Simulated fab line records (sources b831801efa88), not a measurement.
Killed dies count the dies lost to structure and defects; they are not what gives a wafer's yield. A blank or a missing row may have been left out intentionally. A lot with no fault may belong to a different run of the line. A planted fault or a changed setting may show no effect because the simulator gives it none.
Comparing a struck lot with a sound one / flow gf180mcu / 21 out of 602 route steps
Sound: wafers L197.1, L197.3, L197.4. Wafers struck: L204.1, L204.3, L204.6. The cause comes at the end.
Per side, at each step with rows, come the tool, then ch with its chambers, and then its first start. Under that, the readings that differ: sound wafers / struck wafers / difference of the means / sigmas: that difference in standard deviations of wafers without a fault.
alike: readings whose means differ by less than 2 such deviations, and words and numbers that are the same on both sides. not compared: withheld readings, readings that some wafer has no value for, bounds like >300 that may hide the same value, and numbers for which the record gives no deviation and whose values overlap.
Wherever a step has rows on one side only, a row that says differs or no value, or a row with sigmas, the two part there. Numbers that don't overlap but have no deviation are shown without sigmas and don't part them. A reading missing from all wafers of one side parts the sides only when that side holds two or more wafers.

GF_HV_LDD_CD_MEAS_31: target cd 400 nm.
  sound: cd_sem-01 at day 12 13:25; struck: cd_sem-02 at day 14 20:22
  alike: cd_nm
GF_HV_LDD_OVL_MEAS_32:
  sound: overlay-02 at day 12 13:32; struck: overlay-02 at day 14 20:29
  alike: HV_LDD_02_OVL
then, 4 steps without rows for these wafers: GF_HV_LDD_IMPLANT_33; GF_HV_LDD_IMPLANT_34; GF_HV_LDD_IMPLANT_35; GF_HV_LDD_IMPLANT_36.
GF_HV_LDD_STRIP_37: strips in O2/N2.
  sound on plasma_asher-01 ch 0,1, day 12 14:10; struck on plasma_asher-04 ch 0,1, day 14 21:07
  alike: drypump_motor_current_A, heater_power_w, oes_product_au, strip_time_to_endpoint_s
  not compared: rf_hours_counter_h
GF_HV_LDD_TW_MEAS_38:
  sound: film_metro-03 at day 12 14:16; struck: film_metro-03 at day 14 21:13
  alike: HV_LDD_3_TW
then, 4 steps without rows for these wafers: GF_HV_LDD_DEHYDRATE_39 (time 60 s); GF_HV_LDD_HMDS_40 (prime time 60 s); GF_HV_LDD_COAT_41 (resist thk 1000 nm); GF_HV_LDD_SOFTBAKE_42 (time 60 s).
GF_HV_LDD_EXPOSE_43: exposes mask Pplus HV AREA, target cd 400 nm.
  sound on iline_stepper-02 ch 0, day 12 23:45; struck on iline_stepper-01 ch 0, day 15 07:58
reading=mask; sound=Pplus_HV_AREA#0 Pplus_HV_AREA#0 Pplus_HV_AREA#0; struck=Nplus#0 Nplus#0 Nplus#0; difference=differs; sigmas=
then, 2 steps without rows for these wafers: GF_HV_LDD_PEB_44; GF_HV_LDD_DEVELOP_45 (develop time 60 s).
GF_HV_LDD_CD_MEAS_46: target cd 400 nm.
  sound: cd_sem-01 at day 13 09:04; struck: cd_sem-02 at day 15 17:43
reading=cd_nm (nm); sound=402.6 402.6 401.2; struck=- - -; difference=no value on the struck wafers; sigmas=
GF_HV_LDD_OVL_MEAS_47:
  sound: overlay-01 at day 13 09:11; struck: overlay-01 at day 15 17:50
reading=HV_LDD_03_OVL (nm); sound=-1.3 0.0 0.9; struck=- - -; difference=no value on the struck wafers; sigmas=
next, for these wafers, 1 step has no rows: GF_HV_LDD_IMPLANT_48.
GF_HV_LDD_STRIP_49: strips in O2/N2.
  sound on plasma_asher-01 ch 0,1, day 13 09:29; struck on plasma_asher-01 ch 0,1, day 15 18:01
  alike: drypump_motor_current_A, heater_power_w, oes_product_au, strip_time_to_endpoint_s
  not compared: rf_hours_counter_h
GF_HV_LDD_TW_MEAS_50:
  sound: film_metro-02 at day 13 09:35; struck: film_metro-04 at day 15 18:21
reading=HV_LDD_4_TW; sound=570 573 571; struck=30 30 30; difference=-541; sigmas=-99 or more
  not compared: hold
next, for these wafers, 1 step has no rows: GF_PASSIVATION_PROBE_99.

== WHERE THEY PART ==
At GF_HV_LDD_EXPOSE_43 first; at GF_HV_LDD_TW_MEAS_50 last (within this record only).

WHY: whatever the simulator had introduced
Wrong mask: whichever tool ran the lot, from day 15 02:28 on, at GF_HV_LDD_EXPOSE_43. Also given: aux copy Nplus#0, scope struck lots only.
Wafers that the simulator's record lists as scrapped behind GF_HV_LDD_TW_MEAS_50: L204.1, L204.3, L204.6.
